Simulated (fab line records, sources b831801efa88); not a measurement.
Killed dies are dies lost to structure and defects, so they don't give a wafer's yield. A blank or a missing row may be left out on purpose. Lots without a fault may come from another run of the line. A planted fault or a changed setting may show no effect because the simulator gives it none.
fab line records | flow sky130
record lots=5 wafers=15 last_day=48
route steps=708 shown PASSIVATION@683 PAD_OPEN@694
lots that met no fault: from a run of the same line without faults
start_h: hours from the record's first day to the start of the lot's first wafer shown | wait_h: hours since the lot's step before | " the same as in the row above | L1.1+2: a row that stands for several wafers | - no value, or no start given | * or withheld: withheld | < > ~ a bound
route shown NAME@n: a module of which the file shows steps, and the number in the route of the first | usual: mean/standard deviation of fault-free wafers | same: alike in all rows | chamber/n: place in a boat | sites: the reading at each site | _std_site: their standard deviation | _edge_site: outer sites' mean less inner sites' | radius_mm: how far each site lies from the wafer's centre | mask NAME#n: copy n | behind: the tool/chamber that last shaped the wafer | hold: why the lot was held/for how many hours/how that ended | device: the transistor (n, p or np) that didn't switch | end of line: the same wafers' tests at the end of the route | a step without rows: its recipe alone | killed: dies lost to structure and defects at the first sort, not the wafer's yield | map: a wafer's dies, x killed, . not, _ none there
set.NAME: the setting as run; set.NAME@STEP: as run at that earlier step | model.NAME: the simulator's own value behind a step, which no gauge read
lots at some steps of the route; a table a step, a row a wafer
services: from which hour (start_h, from the record's first day; less than 0 if before it) a tool's chamber was out of use, for how many hours, and why
## steps
# step SKY_PASSIVATION_CVD_02
# recipe material=Si3N4 target_thk_nm=540 temp_c=400 time_s=withheld rf_w=450
# usual heater_power_w=736/81
# columns lot.wafer tool chamber start_h wait_h heater_power_w
L075.1 pecvd-04 2 1032.00 0.1 871
L075.2 " 0 " " 756
L075.4 " 1 " " 724
L077.1 pecvd-04 0 1050.27 0.1 790
L077.3 " 2 " " 862
L077.5 " 1 " " 767
L078.1 pecvd-02 2 1075.71 0.1 600
L078.2 " 0 " " 637
L078.5 " 1 " " 622
L086.2 pecvd-04 1 1103.19 0.0 719
L086.3 " 2 " " 747
L086.5 " 2 " " 800
L087.2 pecvd-01 1 1107.32 0.0 780
L087.4 " 0 " " 863
L087.5 " 2 " " 639
# step SKY_PASSIVATION_THK_MEAS_03
# recipe reads=Si3N4_of_PASSIVATION_CVD_02
# usual PASSIVATION_CVD_02_THK=541/6.6
# columns lot.wafer tool chamber start_h wait_h PASSIVATION_CVD_02_THK[nm]
L075.1 film_metro-04 - 1032.23 - 533
L075.2 " - " " 533
L075.4 " - " " 549
L077.1 film_metro-01 - 1050.50 - 538
L077.3 " - " " 540
L077.5 " - " " 543
L078.1 film_metro-01 - 1075.94 - 532
L078.2 " - " " 535
L078.5 " - " " 544
L086.2 film_metro-04 - 1103.42 - 541
L086.3 " - " " 540
L086.5 " - " " 550
L087.2 film_metro-03 - 1107.56 - 533
L087.4 " - " " 546
L087.5 " - " " 545
# step SKY_PASSIVATION_DEHYDRATE_04
# recipe temp_c=200 time_s=60
# usual plate_temp_C=199.95/0.14
# columns lot.wafer tool chamber start_h wait_h plate_temp_C
L075.1 litho_track-02 0 1042.67 10.4 199.81
L075.2 " 0 " " 199.93
L075.4 " 0 " " 199.89
L077.1 litho_track-01 0 1059.89 9.4 199.91
L077.3 " 0 " " 200.00
L077.5 " 0 " " 199.92
L078.1 litho_track-01 0 1085.59 9.6 199.97
L078.2 " 0 " " 200.02
L078.5 " 0 " " 199.91
L086.2 litho_track-02 0 1113.30 9.9 199.91
L086.3 " 0 " " 199.87
L086.5 " 0 " " 200.02
L087.2 litho_track-01 0 1117.87 10.3 200.06
L087.4 " 0 " " 200.03
L087.5 " 0 " " 200.16
# step SKY_PASSIVATION_HMDS_05
# recipe prime_time_s=60 prime_temp_c=120
# columns lot.wafer tool chamber start_h wait_h
L075.1+2+4 litho_track-02 0 1042.82 0.1
L077.1+3+5 litho_track-01 0 1060.04 0.1
L078.1+2+5 litho_track-01 0 1085.74 0.1
L086.2+3+5 litho_track-02 0 1113.45 0.1
L087.2+4+5 litho_track-01 0 1118.02 0.1
# step SKY_PASSIVATION_COAT_06
# recipe spin_rpm=2000 resist_thk_nm=3000
# columns lot.wafer tool chamber start_h wait_h
L075.1+2+4 litho_track-02 0 1042.97 0.1
L077.1+3+5 litho_track-01 0 1060.19 0.1
L078.1+2+5 litho_track-01 0 1085.89 0.1
L086.2+3+5 litho_track-02 0 1113.60 0.1
L087.2+4+5 litho_track-01 0 1118.17 0.1
# step SKY_PASSIVATION_SOFTBAKE_07
# recipe temp_c=110 time_s=withheld
# usual plate_temp_C=109.95/0.13
# columns lot.wafer tool chamber start_h wait_h plate_temp_C
L075.1 litho_track-02 0 1043.12 0.1 109.79
L075.2 " 0 " " 109.79
L075.4 " 0 " " 109.59
L077.1 litho_track-01 0 1060.34 0.1 110.21
L077.3 " 0 " " 110.03
L077.5 " 0 " " 110.13
L078.1 litho_track-01 0 1086.04 0.1 109.88
L078.2 " 0 " " 109.96
L078.5 " 0 " " 109.82
L086.2 litho_track-02 0 1113.76 0.1 109.87
L086.3 " 0 " " 109.80
L086.5 " 0 " " 109.94
L087.2 litho_track-01 0 1118.32 0.1 110.01
L087.4 " 0 " " 110.11
L087.5 " 0 " " 109.96
# step SKY_PASSIVATION_EXPOSE_08
# recipe mask_id=NSM target_cd_nm=3000 na=0.57 dose_mj=260
# columns lot.wafer tool chamber start_h wait_h mask
L075.1+2+4 iline_stepper-01 0 - - NSM#0
L077.1+3+5 iline_stepper-02 0 - - NSM#0
L078.1+2+5 iline_stepper-01 0 - - NSM#0
L086.2+3+5 iline_stepper-01 0 - - NSM#0
L087.2+4+5 iline_stepper-02 0 - - NSM#0
# step SKY_PASSIVATION_PEB_09
# recipe temp_c=115 time_s=withheld
# usual plate_temp_C=115.01/0.13
# columns lot.wafer tool chamber start_h wait_h plate_temp_C
L075.1 litho_track-04 0 - - 115.00
L075.2 " 0 " " 115.15
L075.4 " 0 " " 114.90
L077.1 litho_track-04 0 - - 115.29
L077.3 " 0 " " 115.11
L077.5 " 0 " " 115.01
L078.1 litho_track-04 0 - - 114.87
L078.2 " 0 " " 114.80
L078.5 " 0 " " 114.96
L086.2 litho_track-01 0 - - 115.15
L086.3 " 0 " " 115.24
L086.5 " 0 " " 114.96
L087.2 litho_track-04 0 - - 115.22
L087.4 " 0 " " 114.82
L087.5 " 0 " " 115.23
# step SKY_PASSIVATION_DEVELOP_10
# recipe develop_time_s=60 dev_temp_c=23
# columns lot.wafer tool chamber start_h wait_h
L075.1+2+4 litho_track-04 0 - -
L077.1+3+5 litho_track-04 0 - -
L078.1+2+5 litho_track-04 0 - -
L086.2+3+5 litho_track-01 0 - -
L087.2+4+5 litho_track-04 0 - -
# step SKY_PASSIVATION_ETCH_11
# recipe chemistry=CF4/O2 target_depth_nm=725 stop_on=AlCu source_w=800 bias_w=150 pressure_mtorr=150 cf4_flow_sccm=80 O2_flow_sccm=10 time_s=161.1
# usual drypump_motor_current_A=5.7/0.46 oes_product_au=0.980/0.0071 throttle_valve_pct=5.965/0.009
# columns lot.wafer tool chamber start_h wait_h drypump_motor_current_A oes_product_au rf_hours_counter_h throttle_valve_pct
L075.1 rie_diel-04 0 1054.05 - 6.3 0.974 9 5.970
L075.2 " 3 " " 5.7 0.972 19 5.961
L075.4 " 2 " " 6.0 0.985 18 5.949
L077.1 rie_diel-03 3 1072.25 - 6.4 0.977 21 5.956
L077.3 " 0 " " 4.7 0.976 19 5.955
L077.5 " 3 " " 6.4 0.990 - 5.980
L078.1 rie_diel-03 1 1096.60 - 5.3 0.970 9 5.967
L078.2 " 3 " " 6.4 0.977 22 5.975
L078.5 " 0 " " 4.7 0.978 - 5.970
L086.2 rie_diel-03 0 1123.64 - 4.7 0.968 21 5.983
L086.3 " 2 " " 4.9 0.982 7 5.977
L086.5 " 1 " " 5.3 0.978 - 5.958
L087.2 rie_diel-04 3 1127.75 - 5.7 0.972 22 5.956
L087.4 " 2 " " 6.0 0.978 21 5.973
L087.5 " 3 " " 5.7 0.977 - 5.965
# step SKY_PASSIVATION_STRIP_12
# recipe chemistry=O2/N2 power_w=1400 pressure_mtorr=1500 platen_temp_c=withheld overash_fraction=0.7 o2_flow_sccm=3000 n2_flow_sccm=300
# usual drypump_motor_current_A=5.5/0.39 oes_product_au=0.661/0.0044 strip_time_to_endpoint_s=31.44/0.12
# columns lot.wafer tool chamber start_h wait_h drypump_motor_current_A oes_product_au rf_hours_counter_h strip_time_to_endpoint_s
L075.1 plasma_asher-04 1 1054.16 0.1 5.6 0.668 118 31.45
L075.2 " 0 " " 6.1 0.654 118 31.34
L075.4 " 1 " " 5.6 0.661 - 31.42
L077.1 plasma_asher-03 0 1072.36 0.1 5.4 0.657 98 31.50
L077.3 " 1 " " 5.0 0.668 - 31.63
L077.5 " 1 " " 5.0 0.661 - 31.59
L078.1 plasma_asher-04 1 1096.71 0.1 5.6 0.657 4 31.57
L078.2 " 0 " " 6.1 0.659 4 31.58
L078.5 " 0 " " 6.1 0.659 - 31.66
L086.2 plasma_asher-02 1 1123.75 0.1 5.2 0.662 36 31.52
L086.3 " 0 " " 5.6 0.654 - 31.40
L086.5 " 1 " " 5.1 0.658 - 31.41
L087.2 plasma_asher-03 1 1127.86 0.1 5.0 0.656 104 31.46
L087.4 " 0 " " 5.4 0.668 - 31.57
L087.5 " 1 " " 4.9 0.664 - 31.42
# step SKY_PAD_OPEN_DEHYDRATE_00
# recipe temp_c=200 time_s=60
# usual plate_temp_C=200.02/0.15
# columns lot.wafer tool chamber start_h wait_h plate_temp_C
L075.1 litho_track-01 0 1064.24 10.1 200.24
L075.2 " 0 " " 200.14
L075.4 " 0 " " 200.06
L077.1 litho_track-02 0 1081.42 9.0 200.00
L077.3 " 0 " " 199.91
L077.5 " 0 " " 199.75
L078.1 litho_track-01 0 1105.19 8.5 199.95
L078.2 " 0 " " 199.96
L078.5 " 0 " " 199.86
L086.2 litho_track-03 0 1132.37 8.6 199.91
L086.3 " 0 " " 199.84
L086.5 " 0 " " 199.99
L087.2 litho_track-01 0 1137.37 9.5 199.95
L087.4 " 0 " " 200.16
L087.5 " 0 " " 199.91
# step SKY_PAD_OPEN_HMDS_01
# recipe prime_time_s=60 prime_temp_c=120
# columns lot.wafer tool chamber start_h wait_h
L075.1+2+4 litho_track-01 0 1064.39 0.1
L077.1+3+5 litho_track-02 0 1081.57 0.1
L078.1+2+5 litho_track-01 0 1105.34 0.1
L086.2+3+5 litho_track-03 0 1132.52 0.1
L087.2+4+5 litho_track-01 0 1137.52 0.1
# step SKY_PAD_OPEN_COAT_02
# recipe spin_rpm=2000 resist_thk_nm=3000
# columns lot.wafer tool chamber start_h wait_h
L075.1+2+4 litho_track-01 0 1064.54 0.1
L077.1+3+5 litho_track-02 0 1081.72 0.1
L078.1+2+5 litho_track-01 0 1105.49 0.1
L086.2+3+5 litho_track-03 0 1132.67 0.1
L087.2+4+5 litho_track-01 0 1137.67 0.1
# step SKY_PAD_OPEN_SOFTBAKE_03
# recipe temp_c=110 time_s=withheld
# usual plate_temp_C=109.99/0.12
# columns lot.wafer tool chamber start_h wait_h plate_temp_C
L075.1 litho_track-01 0 1064.69 0.1 109.96
L075.2 " 0 " " 109.91
L075.4 " 0 " " 109.88
L077.1 litho_track-02 0 1081.87 0.1 110.06
L077.3 " 0 " " 110.26
L077.5 " 0 " " 110.00
L078.1 litho_track-01 0 1105.64 0.1 109.93
L078.2 " 0 " " 109.90
L078.5 " 0 " " 110.01
L086.2 litho_track-03 0 1132.83 0.1 109.89
L086.3 " 0 " " 110.01
L086.5 " 0 " " 109.95
L087.2 litho_track-01 0 1137.82 0.1 110.06
L087.4 " 0 " " 110.13
L087.5 " 0 " " 110.03
# step SKY_PAD_OPEN_EXPOSE_04
# recipe mask_id=PDM target_cd_nm=60000 na=0.57 dose_mj=260
# columns lot.wafer tool chamber start_h wait_h mask
L075.1+2+4 iline_stepper-02 0 - - PDM#0
L077.1+3+5 iline_stepper-01 0 - - PDM#0
L078.1+2+5 iline_stepper-01 0 - - PDM#0
L086.2+3+5 iline_stepper-01 0 - - PDM#0
L087.2+4+5 iline_stepper-02 0 - - PDM#0
# step SKY_PAD_OPEN_PEB_05
# recipe temp_c=115 time_s=withheld
# usual plate_temp_C=115.03/0.14
# columns lot.wafer tool chamber start_h wait_h plate_temp_C
L075.1 litho_track-02 0 - - 115.01
L075.2 " 0 " " 115.14
L075.4 " 0 " " 115.02
L077.1 litho_track-02 0 - - 115.11
L077.3 " 0 " " 115.18
L077.5 " 0 " " 115.04
L078.1 litho_track-01 0 - - 115.03
L078.2 " 0 " " 115.08
L078.5 " 0 " " 115.07
L086.2 litho_track-01 0 - - 115.21
L086.3 " 0 " " 115.00
L086.5 " 0 " " 115.13
L087.2 litho_track-01 0 - - 114.74
L087.4 " 0 " " 114.94
L087.5 " 0 " " 115.07
# step SKY_PAD_OPEN_DEVELOP_06
# recipe develop_time_s=60 dev_temp_c=23
# columns lot.wafer tool chamber start_h wait_h
L075.1+2+4 litho_track-02 0 - -
L077.1+3+5 litho_track-02 0 - -
L078.1+2+5 litho_track-01 0 - -
L086.2+3+5 litho_track-01 0 - -
L087.2+4+5 litho_track-01 0 - -
# step SKY_PAD_OPEN_ETCH_07
# recipe chemistry=CF4/O2 target_depth_nm=725 stop_on=AlCu source_w=800 bias_w=150 pressure_mtorr=150 cf4_flow_sccm=80 O2_flow_sccm=10 time_s=161.1
# usual drypump_motor_current_A=5.7/0.5 oes_product_au=0.979/0.0064 throttle_valve_pct=5.965/0.0091
# columns lot.wafer tool chamber start_h wait_h drypump_motor_current_A oes_product_au rf_hours_counter_h throttle_valve_pct
L075.1 rie_diel-02 2 1075.57 - 5.1 0.977 17 5.962
L075.2 " 1 " " 5.4 0.977 15 5.959
L075.4 " 3 " " 5.5 0.983 14 5.969
L077.1 rie_diel-04 0 1092.37 - 6.2 0.976 10 5.951
L077.3 " 1 " " 6.1 0.982 21 5.975
L077.5 " 2 " " 6.0 0.977 - 5.959
L078.1 rie_diel-04 3 1116.49 - 5.7 0.976 21 5.970
L078.2 " 0 " " 6.2 0.977 11 5.973
L078.5 " 0 " " 6.3 0.973 - 5.974
L086.2 rie_diel-03 0 1142.29 - 4.7 0.980 21 5.967
L086.3 " 2 " " 5.0 0.984 8 5.960
L086.5 " 2 " " 4.9 0.991 - 5.962
L087.2 rie_diel-04 3 1146.84 - 5.7 0.983 23 5.972
L087.4 " 2 " " 6.0 0.980 22 5.981
L087.5 " 3 " " 5.7 0.988 - 5.963
# step SKY_PAD_OPEN_STRIP_08
# recipe chemistry=O2/N2 power_w=1400 pressure_mtorr=1500 platen_temp_c=withheld overash_fraction=0.7 o2_flow_sccm=3000 n2_flow_sccm=300
# usual drypump_motor_current_A=5.4/0.38 oes_product_au=0.663/0.0047
# columns lot.wafer tool chamber start_h wait_h drypump_motor_current_A oes_product_au rf_hours_counter_h
L075.1 plasma_asher-04 0 1075.68 0.1 6.2 0.670 1
L075.2 " 1 " " 5.7 0.659 1
L075.4 " 1 " " 5.6 0.658 -
L077.1 plasma_asher-04 0 1092.48 0.1 6.1 0.660 3
L077.3 " 0 " " 6.1 0.656 -
L077.5 " 0 " " 6.1 0.663 -
L078.1 plasma_asher-03 0 1116.60 0.1 5.4 0.661 103
L078.2 " 1 " " 4.9 0.663 103
L078.5 " 0 " " 5.4 0.671 -
L086.2 plasma_asher-03 1 1142.40 0.1 4.9 0.660 105
L086.3 " 0 " " 5.5 0.666 -
L086.5 " 0 " " 5.5 0.663 -
L087.2 plasma_asher-04 1 1146.95 0.1 5.6 0.666 9
L087.4 " 0 " " 6.1 0.668 -
L087.5 " 0 " " 6.1 0.666 -
# step SKY_PAD_OPEN_STRIP_09
# recipe chemistry=post_etch_residue_remover time_s=1200 temp_c=72.5
# usual temp_c=72.50/0.13
# columns lot.wafer tool chamber start_h wait_h temp_c
L075.1 wet_bench-03 2 1075.78 0.1 72.49
L075.2 " 2 " " 72.35
L075.4 " 2 " " 72.44
L077.1 wet_bench-02 3 1092.64 0.1 72.58
L077.3 " 3 " " 72.60
L077.5 " 3 " " 72.64
L078.1 wet_bench-03 2 1116.70 0.1 72.64
L078.2 " 2 " " 72.59
L078.5 " 2 " " 72.48
L086.2 wet_bench-01 1 1142.50 0.1 72.57
L086.3 " 1 " " 72.58
L086.5 " 1 " " 72.43
L087.2 wet_bench-02 2 1147.05 0.1 72.50
L087.4 " 2 " " 72.63
L087.5 " 2 " " 72.55
# step SKY_PAD_OPEN_CLEAN_10
# recipe chemistry=IPA time_s=180 temp_c=25
# usual temp_c=24.97/0.11
# columns lot.wafer tool chamber start_h wait_h temp_c
L075.1 wet_bench-01 2 1076.12 0.0 25.03
L075.2 " 2 " " 25.00
L075.4 " 2 " " 24.88
L077.1 wet_bench-03 1 1092.98 0.0 24.97
L077.3 " 1 " " 25.01
L077.5 " 1 " " 24.92
L078.1 wet_bench-02 2 1117.07 0.0 24.99
L078.2 " 2 " " 25.02
L078.5 " 2 " " 25.03
L086.2 wet_bench-03 0 1142.84 0.0 24.92
L086.3 " 0 " " 24.89
L086.5 " 0 " " 25.04
L087.2 wet_bench-01 3 1147.39 0.0 25.21
L087.4 " 3 " " 25.02
L087.5 " 3 " " 25.26
# step SKY_PAD_OPEN_CLEAN_11
# recipe chemistry=O3/DIW dry=n2_spin
# columns lot.wafer tool chamber start_h wait_h
L075.1+2+4 wet_bench-03 0 1076.19 0.0
L077.1+3+5 wet_bench-01 3 1093.04 0.0
L078.1+2+5 wet_bench-03 1 1117.13 0.0
L086.2+3+5 wet_bench-02 2 1142.90 0.0
L087.2+4+5 wet_bench-02 1 1147.45 0.0
# step SKY_PAD_OPEN_ANNEAL_12
# recipe temp_c=400 time_s=withheld ambient=N2/H2 idle_temp_c=300 ramp_up_c_per_min=8 ramp_down_c_per_min=4
# columns lot.wafer tool chamber start_h wait_h
L075.1+2+4 furnace-01 0 1076.28 0.0
L077.1+3+5 furnace-01 0 1093.25 0.0
L078.1+2+5 furnace-02 0 1117.23 0.0
L086.2+3+5 furnace-02 0 1142.99 0.0
L087.2+4+5 furnace-01 0 1147.54 0.0
# step SKY_PAD_OPEN_BOW_MEAS_13
# recipe mode=bow
# usual PAD_OPEN_BOW=49/8.9
# columns lot.wafer tool chamber start_h wait_h PAD_OPEN_BOW[um]
L075.1 film_metro-01 - 1077.78 - 55
L075.2 " - " " 54
L075.4 " - " " 61
L077.1 film_metro-01 - 1094.75 - 54
L077.3 " - " " 61
L077.5 " - " " 64
L078.1 film_metro-03 - 1118.73 - 42
L078.2 " - " " 32
L078.5 " - " " 42
L086.2 film_metro-01 - 1144.51 - 57
L086.3 " - " " 55
L086.5 " - " " 55
L087.2 film_metro-03 - 1149.06 - 48
L087.4 " - " " 47
L087.5 " - " " 33
## services
# columns tool chamber start_h hours kind
pecvd-04 1 1010.24 3.5 repair
pecvd-02 - 1014.03 2.8 pm
iline_stepper-02 - 1016.98 28.7 repair
rie_diel-04 - 1025.73 2.8 pm
pecvd-02 1 1027.07 11.2 repair
rie_diel-02 1 1032.82 2.0 repair
rie_diel-03 2 1039.05 7.4 repair
plasma_asher-04 - 1039.34 0.6 repair
furnace-01 - 1040.01 3.8 pm
plasma_asher-04 - 1045.70 1.9 repair
plasma_asher-03 - 1049.81 0.6 repair
rie_diel-02 - 1051.81 14.6 pm
pecvd-01 - 1053.22 1.1 repair
furnace-02 - 1054.70 3.5 pm
plasma_asher-04 - 1055.25 9.0 pm
furnace-01 - 1058.17 3.4 pm
pecvd-04 0 1058.25 9.4 repair
wet_bench-02 - 1058.61 1.9 pm
iline_stepper-01 - 1067.44 9.8 repair
plasma_asher-02 - 1082.03 0.9 repair
rie_diel-02 1 1082.31 1.5 repair
wet_bench-03 - 1098.20 0.6 repair
rie_diel-04 1 1113.26 13.3 repair
iline_stepper-01 - 1117.35 1.7 pm
## key
fault none
